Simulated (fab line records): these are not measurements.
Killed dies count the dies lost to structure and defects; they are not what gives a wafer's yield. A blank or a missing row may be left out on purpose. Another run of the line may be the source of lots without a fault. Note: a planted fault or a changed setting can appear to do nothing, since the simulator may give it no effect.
fab line records	flow sky130
record: lots: 11	wafers: 33	last-day: 50
route steps=708 shown CONTACT@429 METAL1@440 PAD_OPEN@708
lots with no fault: from the same line, run without faults
start-h: the number of hours between the record's first day and the start of the first shown wafer of the lot	wait-h: hours from the lot's prior step to this one	" as in the row above	L1.1+2: several wafers, shown together as one row	- value missing, or start not given	* or withheld: withheld	< > ~ a bound
route shown NAME@n: names a module that has steps shown in the file, with the first one's number in the route	usual: mean and standard deviation over wafers with no fault	same: alike in all rows	chamber/n: place in a boat	sites: readings site by site	_std_site: how widely they spread, as a standard deviation	_edge_site: outer sites' mean less inner sites'	radius-mm: how far each site lies from the wafer's centre	mask NAME#n: copy n	behind: tool/chamber where the wafer was last shaped	hold: reason for holding the lot/hours on hold/outcome of the hold	device: which transistor (n, p or np) failed to switch	end of line: the route-end tests of the same wafers	for a step that has no rows: nothing shown but its recipe	killed: dies lost to structure and defects at the first sort, not the wafer's yield	map: the dies of a wafer, with x for killed, . for not killed, _ for no die there
set.NAME: setting as actually run; set.NAME@STEP: the setting as run at that earlier step	model.NAME: the simulator's own value behind a step, which no gauge read
one table for each step of the route and one row for each wafer, over a sample of lots
services: when a tool's chamber went out of use (start-h, in hours from the record's first day, below 0 if earlier), for how many hours, and the reason
== steps ==
step: SKY_CONTACT_SPUTTER_23
recipe: material: TiN	target-thk-nm: 20	chamber-pressure-pa: 5	power-w: 4000	time-s: 80
usual: throttle-valve-pct: 29.6/1.3
lot.wafer	tool	chamber	start-h	wait-h	throttle-valve-pct
L168.2	pvd-sputter-03	-	727.34	0.0	29.2
L168.3	"	-	"	"	27.7
L168.4	"	-	"	"	32.1
L169.3	pvd-sputter-03	-	739.11	0.0	27.9
L169.4	"	-	"	"	30.1
L169.5	"	-	"	"	30.0
L171.1	pvd-sputter-03	-	750.09	0.0	29.5
L171.5	"	-	"	"	30.1
L171.6	"	-	"	"	27.7
L173.2	pvd-sputter-03	-	801.59	0.0	29.4
L173.5	"	-	"	"	27.9
L173.6	"	-	"	"	32.0
L176.2	pvd-sputter-04	-	806.92	0.0	30.1
L176.5	"	-	"	"	27.2
L176.6	"	-	"	"	30.1
L178.1	pvd-sputter-04	-	810.39	0.0	30.6
L178.3	"	-	"	"	27.2
L178.6	"	-	"	"	30.9
L179.4	pvd-sputter-04	-	833.78	0.0	29.9
L179.5	"	-	"	"	30.1
L179.6	"	-	"	"	27.3
L186.3	pvd-sputter-03	-	886.69	0.0	30.4
L186.4	"	-	"	"	32.0
L186.5	"	-	"	"	27.6
L187.2	pvd-sputter-02	-	898.94	0.0	29.1
L187.3	"	-	"	"	29.2
L187.4	"	-	"	"	29.2
L189.3	pvd-sputter-02	-	912.09	0.0	29.3
L189.4	"	-	"	"	29.3
L189.5	"	-	"	"	29.2
L191.1	pvd-sputter-02	-	932.26	0.0	29.1
L191.2	"	-	"	"	29.5
L191.3	"	-	"	"	29.3
step: SKY_CONTACT_THK_MEAS_26
recipe: thk-meas-gauge: xrf	reads: W_of_CONTACT_CVD_24
usual: CONTACT_W_THK: 339/5
lot.wafer	tool	chamber	start-h	wait-h	CONTACT_W_THK[nm]
L168.2	film-metro-01	-	727.64	0.1	341
L168.3	"	-	"	"	344
L168.4	"	-	"	"	336
L169.3	film-metro-01	-	739.42	0.1	338
L169.4	"	-	"	"	331
L169.5	"	-	"	"	335
L171.1	film-metro-03	-	750.38	0.1	336
L171.5	"	-	"	"	335
L171.6	"	-	"	"	336
L173.2	film-metro-04	-	801.89	0.1	337
L173.5	"	-	"	"	336
L173.6	"	-	"	"	339
L176.2	film-metro-03	-	807.23	0.1	344
L176.5	"	-	"	"	342
L176.6	"	-	"	"	340
L178.1	film-metro-01	-	810.68	0.1	339
L178.3	"	-	"	"	335
L178.6	"	-	"	"	340
L179.4	film-metro-01	-	834.07	0.1	331
L179.5	"	-	"	"	336
L179.6	"	-	"	"	336
L186.3	film-metro-03	-	887.00	0.1	332
L186.4	"	-	"	"	336
L186.5	"	-	"	"	336
L187.2	film-metro-03	-	899.24	0.1	338
L187.3	"	-	"	"	338
L187.4	"	-	"	"	347
L189.3	film-metro-01	-	912.40	0.1	343
L189.4	"	-	"	"	350
L189.5	"	-	"	"	345
L191.1	film-metro-03	-	932.55	0.1	349
L191.2	"	-	"	"	347
L191.3	"	-	"	"	350
step: SKY_METAL1_THK_MEAS_06
recipe: thk-meas-gauge: xrf	reads: AlCu_of_METAL1_SPUTTER_02
usual: METAL1_ALCU_THK: 248.0/3
lot.wafer	tool	chamber	start-h	wait-h	METAL1_ALCU_THK[nm]
L168.2	film-metro-01	-	728.26	0.1	246.7
L168.3	"	-	"	"	245.3
L168.4	"	-	"	"	245.0
L169.3	film-metro-03	-	740.04	0.1	244.5
L169.4	"	-	"	"	248.8
L169.5	"	-	"	"	248.5
L171.1	film-metro-01	-	751.46	0.1	249.8
L171.5	"	-	"	"	248.3
L171.6	"	-	"	"	246.8
L173.2	film-metro-01	-	802.51	0.1	247.3
L173.5	"	-	"	"	249.8
L173.6	"	-	"	"	247.9
L176.2	film-metro-01	-	807.85	0.1	246.2
L176.5	"	-	"	"	247.2
L176.6	"	-	"	"	245.6
L178.1	film-metro-01	-	811.30	0.1	250.3
L178.3	"	-	"	"	248.0
L178.6	"	-	"	"	248.6
L179.4	film-metro-02	-	834.69	0.1	246.7
L179.5	"	-	"	"	248.8
L179.6	"	-	"	"	249.3
L186.3	film-metro-03	-	887.63	0.1	248.8
L186.4	"	-	"	"	252.0
L186.5	"	-	"	"	250.2
L187.2	film-metro-03	-	899.86	0.1	247.2
L187.3	"	-	"	"	246.7
L187.4	"	-	"	"	243.6
L189.3	film-metro-02	-	913.02	0.1	242.2
L189.4	"	-	"	"	245.8
L189.5	"	-	"	"	244.7
L191.1	film-metro-01	-	933.17	0.1	247.5
L191.2	"	-	"	"	248.4
L191.3	"	-	"	"	246.5
step: SKY_METAL1_METAL_ETCH_19
recipe: target-depth-a: 3600	stop-on: SiO2	over-etch-frac: 0.3	time-s: 78	chemistry: Cl2/BCl3	resist-sidewall-deg: 88	pressure-mtorr: 10	icp-w: 900	bias-w: 48.5	Cl2_flow_sccm: 60	bcl3-flow-sccm: 30
usual: drypump-motor-current-A: 5.7/0.35	oes-product-au: 0.855/0.0058	over-etch-frac: 0.3/0	throttle-valve-pct: 22.265/0.0086
lot.wafer	tool	chamber	start-h	wait-h	drypump-motor-current-A	oes-product-au	over-etch-frac	rf-hours-counter-h	throttle-valve-pct
L168.2	rie-metal-04	1	754.73	0.1	6.0	0.855	0.3	13	22.256
L168.3	"	0	"	"	5.7	0.851	0.3	-	22.275
L168.4	"	1	"	"	6.0	0.849	0.3	-	22.262
L169.3	rie-metal-03	1	767.18	0.1	6.3	0.852	0.3	-	22.272
L169.4	"	0	"	"	5.4	0.854	0.3	-	22.268
L169.5	"	1	"	"	6.3	0.863	0.3	-	22.251
L171.1	rie-metal-01	0	779.05	0.1	5.3	0.861	0.3	5	22.276
L171.5	"	0	"	"	5.3	0.860	0.3	-	22.267
L171.6	"	0	"	"	5.3	0.853	0.3	-	22.290
L173.2	rie-metal-03	0	829.51	0.0	5.4	0.855	0.3	2	22.253
L173.5	"	0	"	"	5.4	0.852	0.3	-	22.260
L173.6	"	1	"	"	6.3	0.847	0.3	-	22.264
L176.2	rie-metal-03	1	834.56	0.0	6.3	0.863	0.3	18	22.277
L176.5	"	1	"	"	6.3	0.849	0.3	-	22.258
L176.6	"	0	"	"	5.4	0.848	0.3	-	22.270
L178.1	rie-metal-04	0	837.25	0.1	5.7	0.810	0.46566	5	22.267
L178.3	"	0	"	"	5.7	0.805	0.46566	-	22.269
L178.6	"	0	"	"	5.7	0.802	0.46566	-	22.261
L179.4	rie-metal-04	1	860.38	0.1	6.1	0.794	0.46566	-	22.279
L179.5	"	0	"	"	5.7	0.804	0.46566	-	22.274
L179.6	"	1	"	"	6.0	0.806	0.46566	-	22.275
L186.3	rie-metal-01	0	913.40	0.1	5.3	0.855	0.3	-	22.273
L186.4	"	1	"	"	5.7	0.853	0.3	-	22.253
L186.5	"	1	"	"	5.7	0.850	0.3	-	22.262
L187.2	rie-metal-01	1	925.96	0.0	5.7	0.864	0.3	3	22.259
L187.3	"	0	"	"	5.3	0.854	0.3	-	22.277
L187.4	"	1	"	"	5.7	0.843	0.3	-	22.266
L189.3	rie-metal-04	1	938.03	0.1	6.0	0.854	0.3	-	22.249
L189.4	"	0	"	"	5.7	0.845	0.3	-	22.266
L189.5	"	1	"	"	6.0	0.859	0.3	-	22.271
L191.1	rie-metal-03	0	957.55	0.0	5.4	0.854	0.3	8	22.265
L191.2	"	1	"	"	6.3	0.854	0.3	4	22.257
L191.3	"	1	"	"	6.3	0.857	0.3	-	22.276
step: SKY_METAL1_STRIP_20
recipe: chemistry: O2/N2	power-w: 1400	pressure-mtorr: 1500	platen-temp-c: withheld	o2-flow-sccm: 3000	n2-flow-sccm: 300	overash-fraction: 0.5
usual: drypump-motor-current-A: 5.5/0.34	n2-flow-sccm: 300.1/0.95	oes-product-au: 0.342/0.0051	strip-time-to-endpoint-s: 2.68/0.041
lot.wafer	tool	chamber	start-h	wait-h	drypump-motor-current-A	n2-flow-sccm	oes-product-au	rf-hours-counter-h	strip-time-to-endpoint-s
L168.2	plasma-asher-02	1	754.85	0.1	5.0	300.3	0.349	33	2.70
L168.3	"	0	"	"	6.0	300.2	0.352	-	2.78
L168.4	"	1	"	"	5.0	301.2	0.350	-	2.72
L169.3	plasma-asher-04	1	767.27	0.1	5.8	300.4	0.348	-	2.74
L169.4	"	0	"	"	5.9	301.1	0.335	-	2.66
L169.5	"	0	"	"	5.8	301.6	0.340	-	2.72
L171.1	plasma-asher-02	0	779.23	0.1	6.0	302.2	0.343	35	2.63
L171.5	"	1	"	"	5.0	302.0	0.335	-	2.63
L171.6	"	0	"	"	6.0	299.4	0.336	-	2.61
L173.2	plasma-asher-03	1	829.60	0.1	5.5	301.6	0.338	71	2.69
L173.5	"	1	"	"	5.5	300.7	0.338	-	2.66
L173.6	"	0	"	"	5.4	299.8	0.343	-	2.69
L176.2	plasma-asher-03	0	834.65	0.1	5.4	300.5	0.343	72	2.69
L176.5	"	1	"	"	5.5	301.8	0.335	-	2.68
L176.6	"	0	"	"	5.4	300.1	0.342	-	2.66
L178.1	plasma-asher-02	1	837.43	0.1	5.0	300.3	0.332	41	2.39
L178.3	"	1	"	"	5.0	300.2	0.333	-	2.37
L178.6	"	1	"	"	5.0	298.9	0.326	-	2.37
L179.4	plasma-asher-02	0	860.47	0.1	5.9	299.6	0.327	-	2.30
L179.5	"	1	"	"	5.0	300.4	0.330	-	2.32
L179.6	"	0	"	"	5.9	299.5	0.326	-	2.29
L186.3	plasma-asher-03	0	913.49	0.1	5.4	299.6	0.341	-	2.66
L186.4	"	1	"	"	5.5	300.6	0.342	-	2.73
L186.5	"	1	"	"	5.5	299.6	0.347	-	2.73
L187.2	plasma-asher-03	1	926.05	0.1	5.5	300.5	0.348	81	2.70
L187.3	"	0	"	"	5.4	301.9	0.339	-	2.67
L187.4	"	1	"	"	5.5	300.6	0.347	-	2.71
L189.3	plasma-asher-03	0	938.12	0.1	5.4	299.3	0.347	-	2.72
L189.4	"	1	"	"	5.5	300.0	0.341	-	2.71
L189.5	"	0	"	"	5.4	299.9	0.345	-	2.72
L191.1	plasma-asher-04	0	957.64	0.1	5.8	299.8	0.346	21	2.63
L191.2	"	1	"	"	5.8	301.7	0.337	21	2.66
L191.3	"	1	"	"	5.8	301.4	0.338	-	2.61
step: SKY_PAD_OPEN_PROBE_99
usual: defect-limited-yield: 82.5/1.9	killed_at_M0_to_M3: 44/7.2	killed_at_M4_up: 3.0/1.8	killed-at-contacts: 24/5.4	killed-at-front-end: 14/4.4	killed-at-other: 0.4/0.64	killed-dies: 86/9.4	killed-open: 47/7.7	killed-short: 39/5.8	sort_bin_3_pad_short: 0.9/0.38	sort_bin_5_function: 10.3/1.4	sort_bin_6_memory: 6.4/1.2	sort-n-pass: 406/9.4	sort-yield-pct: 82.5/1.9
same: gross-dies: 492	killed-at-back-side: 0	sort_bin_4_leakage[%]: 0	sort_bin_8_speed[%]: 0
lot.wafer	tool	chamber	start-h	wait-h	defect-limited-yield[%]	killed_at_M0_to_M3	killed_at_M4_up	killed-at-contacts	killed-at-front-end	killed-at-other	killed-dies	killed-open	killed-short	sort_bin_3_pad_short[%]	sort_bin_5_function[%]	sort_bin_6_memory[%]	sort-n-pass	sort-yield-pct[%]
L168.2	prober-02	-	1066.16	0.1	80.3	50	2	23	21	1	97	53	43	0.6	11.8	7.3	395	80.3
L168.3	prober-02	-	1066.21	0.2	84.8	38	6	22	9	0	75	39	36	1.4	8.9	4.9	417	84.8
L168.4	prober-02	-	1066.26	0.2	83.9	42	0	27	10	0	79	39	40	0.6	10.6	4.9	413	83.9
L169.3	prober-01	-	1069.98	0.2	87.6	30	2	20	8	1	61	33	28	0	8.7	3.7	431	87.6
L169.4	prober-01	-	1070.03	0.2	82.3	43	5	19	20	0	87	46	41	0.8	12.0	4.9	405	82.3
L169.5	prober-01	-	1070.08	0.2	85.8	33	3	22	12	0	70	39	31	1.0	8.1	5.1	422	85.8
L171.1	prober-01	-	1087.56	0.1	83.7	47	0	25	8	0	80	41	37	1.6	9.6	5.1	412	83.7
L171.5	prober-01	-	1087.76	0.2	83.5	35	3	23	20	0	81	43	37	0.8	11.0	4.7	411	83.5
L171.6	prober-01	-	1087.81	0.2	80.9	47	3	32	12	0	94	53	41	1.0	11.8	6.3	398	80.9
L186.3	prober-02	-	1185.34	0.2	81.7	46	5	25	14	0	90	50	40	0.8	9.1	8.3	402	81.7
L186.4	prober-02	-	1185.39	0.2	81.3	41	5	26	19	1	92	48	44	0.6	12.8	5.3	400	81.3
L186.5	prober-02	-	1185.44	0.2	82.3	35	4	35	13	0	87	45	42	0.6	11.8	5.3	405	82.3
L187.2	prober-01	-	1191.38	0.1	81.1	53	5	18	17	0	93	43	50	1.6	10.0	7.3	399	81.1
L187.3	prober-01	-	1191.43	0.2	84.3	40	3	18	15	1	77	42	35	0.6	8.9	6.1	415	84.3
L187.4	prober-01	-	1191.48	0.2	84.3	45	4	14	14	0	77	41	36	0.6	7.5	7.5	415	84.3
killed by level:class
L168.2 VIA3:geometric-particle:open=11 CONTACT:geometric-particle:open=9 VIA1:geometric-particle:open=8 CONTACT:geometric-particle:short=7 METAL2:geometric-particle:short=7 FIELD_ISO:geometric-particle:open=6 POLY_GATE:geometric-particle:short=5 VIA2:geometric-particle:short=5
L168.3 VIA1:geometric-particle:open=8 CONTACT:geometric-particle:open=7 LI_CONTACT:geometric-particle:open=7 METAL2:geometric-particle:short=7 VIA2:geometric-particle:open=5 METAL4:geometric-particle:short=4 FIELD_ISO:geometric-particle:short=3 METAL3:geometric-particle:short=3
L168.4 VIA3:geometric-particle:open=10 VIA1:geometric-particle:open=8 LOCAL_INTERCONNECT:geometric-particle:short=7 LI_CONTACT:geometric-particle:open=6 CONTACT:geometric-particle:open=6 CONTACT:geometric-particle:short=5 VIA1:geometric-particle:short=5 VIA2:geometric-particle:open=5
L169.3 LI_CONTACT:geometric-particle:open=8 VIA1:geometric-particle:open=8 CONTACT:geometric-particle:open=5 VIA3:geometric-particle:open=4 METAL2:geometric-particle:short=4 LI_CONTACT:geometric-particle:short=3 VIA2:geometric-particle:open=3 CONTACT:geometric-particle:short=3
L169.4 VIA1:geometric-particle:open=8 METAL2:geometric-particle:short=8 CONTACT:geometric-particle:open=7 FIELD_ISO:geometric-particle:open=6 METAL1:geometric-particle:short=6 POLY_GATE:geometric-particle:short=5 CONTACT:geometric-particle:short=5 VIA2:geometric-particle:open=5
L169.5 VIA1:geometric-particle:open=11 CONTACT:geometric-particle:open=8 METAL1:geometric-particle:short=7 POLY_GATE:geometric-particle:short=6 LI_CONTACT:geometric-particle:open=6 CONTACT:geometric-particle:short=5 POLY_GATE:geometric-particle:open=4 VIA3:geometric-particle:open=4
L171.1 METAL1:geometric-particle:short=14 VIA1:geometric-particle:open=14 LI_CONTACT:geometric-particle:open=8 CONTACT:geometric-particle:open=7 CONTACT:geometric-particle:short=4 VIA1:geometric-particle:short=4 LOCAL_INTERCONNECT:geometric-particle:short=3 VIA2:geometric-particle:open=3
L171.5 VIA3:geometric-particle:open=9 CONTACT:geometric-particle:open=7 METAL1:geometric-particle:short=6 POLY_GATE:geometric-particle:open=5 LI_CONTACT:geometric-particle:open=5 VIA1:geometric-particle:open=5 FIELD_ISO:geometric-particle:short=4 LI_CONTACT:geometric-particle:short=4
L171.6 CONTACT:geometric-particle:open=16 VIA1:geometric-particle:open=14 FIELD_ISO:geometric-particle:short=7 LOCAL_INTERCONNECT:geometric-particle:short=6 VIA1:geometric-particle:short=6 VIA2:geometric-particle:open=6 VIA3:geometric-particle:open=6 METAL2:geometric-particle:short=5
L186.3 LI_CONTACT:geometric-particle:open=13 VIA2:geometric-particle:open=8 VIA1:geometric-particle:open=8 CONTACT:geometric-particle:open=6 POLY_GATE:geometric-particle:open=5 METAL1:geometric-particle:short=5 METAL2:geometric-particle:short=5 VIA3:geometric-particle:short=5
L186.4 VIA2:geometric-particle:open=8 LI_CONTACT:geometric-particle:open=8 VIA3:geometric-particle:open=8 POLY_GATE:geometric-particle:short=7 CONTACT:geometric-particle:open=6 VIA1:geometric-particle:open=6 METAL1:geometric-particle:short=5 METAL4:geometric-particle:short=5
L186.5 CONTACT:geometric-particle:open=16 VIA1:geometric-particle:open=12 LI_CONTACT:geometric-particle:open=8 FIELD_ISO:geometric-particle:short=7 METAL2:geometric-particle:short=7 LI_CONTACT:geometric-particle:short=5 LOCAL_INTERCONNECT:geometric-particle:short=5 VIA1:geometric-particle:short=4
L187.2 VIA1:geometric-particle:open=9 METAL2:geometric-particle:short=7 VIA1:geometric-particle:short=7 CONTACT:geometric-particle:open=7 FIELD_ISO:geometric-particle:short=6 VIA3:geometric-particle:open=6 METAL1:geometric-particle:short=5 METAL3:geometric-particle:short=5
L187.3 VIA2:geometric-particle:open=10 CONTACT:geometric-particle:open=7 VIA1:geometric-particle:open=7 LI_CONTACT:geometric-particle:open=6 FIELD_ISO:geometric-particle:short=5 POLY_GATE:geometric-particle:short=5 VIA1:geometric-particle:short=5 METAL1:geometric-particle:short=4
L187.4 VIA1:geometric-particle:open=9 CONTACT:geometric-particle:open=8 VIA1:geometric-particle:short=6 VIA2:geometric-particle:open=6 POLY_GATE:geometric-particle:open=5 METAL1:geometric-particle:short=5 LOCAL_INTERCONNECT:geometric-particle:short=4 METAL2:geometric-particle:short=4
== services ==
tool	chamber	start-h	hours	kind
rie-metal-03	0	714.11	20.3	repair
pvd-sputter-02	-	714.69	1.1	repair
rie-metal-01	1	730.92	9.9	repair
rie-metal-03	-	731.80	1.7	repair
plasma-asher-04	-	733.75	9.0	pm
plasma-asher-04	-	753.24	5.1	repair
pvd-sputter-04	-	757.59	7.3	repair
plasma-asher-03	-	761.43	2.8	pm
rie-metal-01	1	762.45	35.1	repair
plasma-asher-04	-	762.97	3.7	repair
rie-metal-03	0	774.13	9.1	repair
plasma-asher-02	-	775.78	2.8	pm
rie-metal-03	1	780.79	1.1	repair
pvd-sputter-04	-	799.92	4.6	repair
plasma-asher-04	-	847.49	0.5	repair
pvd-sputter-02	-	850.07	1.9	repair
plasma-asher-02	-	874.32	1.9	repair
plasma-asher-04	-	909.60	2.8	pm
pvd-sputter-04	-	925.17	3.5	repair
rie-metal-01	-	934.53	28.1	pm
pvd-sputter-03	0	950.78	-	consumable-replace:kit
pvd-sputter-03	0	950.78	18.0	scheduled-down
pvd-sputter-03	0	950.78	18.0	vent-cycle
pvd-sputter-02	-	952.47	1.6	repair
== key ==
first-sign: step: SKY_METAL1_METAL_ETCH_19	reading: over-etch-frac	direction: up	sigmas: 99+	usual: 0.3	struck: 0.46566
effect: step: SKY_METAL1_METAL_ETCH_19	reading: oes-product-au	direction: down	sigmas: 8.8	usual: 0.855	struck: 0.803
effect: step: SKY_METAL1_STRIP_20	reading: strip-time-to-endpoint-s	direction: down	sigmas: 8.3	usual: *	struck: *
met-at SKY_METAL1_METAL_ETCH_19
struck-lots L178,L179
not-acting-at SKY_CONTACT_SPUTTER_23,SKY_CONTACT_THK_MEAS_26,SKY_METAL1_THK_MEAS_06
onset-between 754.73 837.25
fault: kind: process-parameter-drift	tool: rie-metal-04	chamber: -	onset-h: 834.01	steps: SKY_METAL1_METAL_ETCH_19	channel: over-etch-frac	offset: 0.16566	shape: step	end-h: 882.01	acts-in: these-recipes-only	stated: 0.3
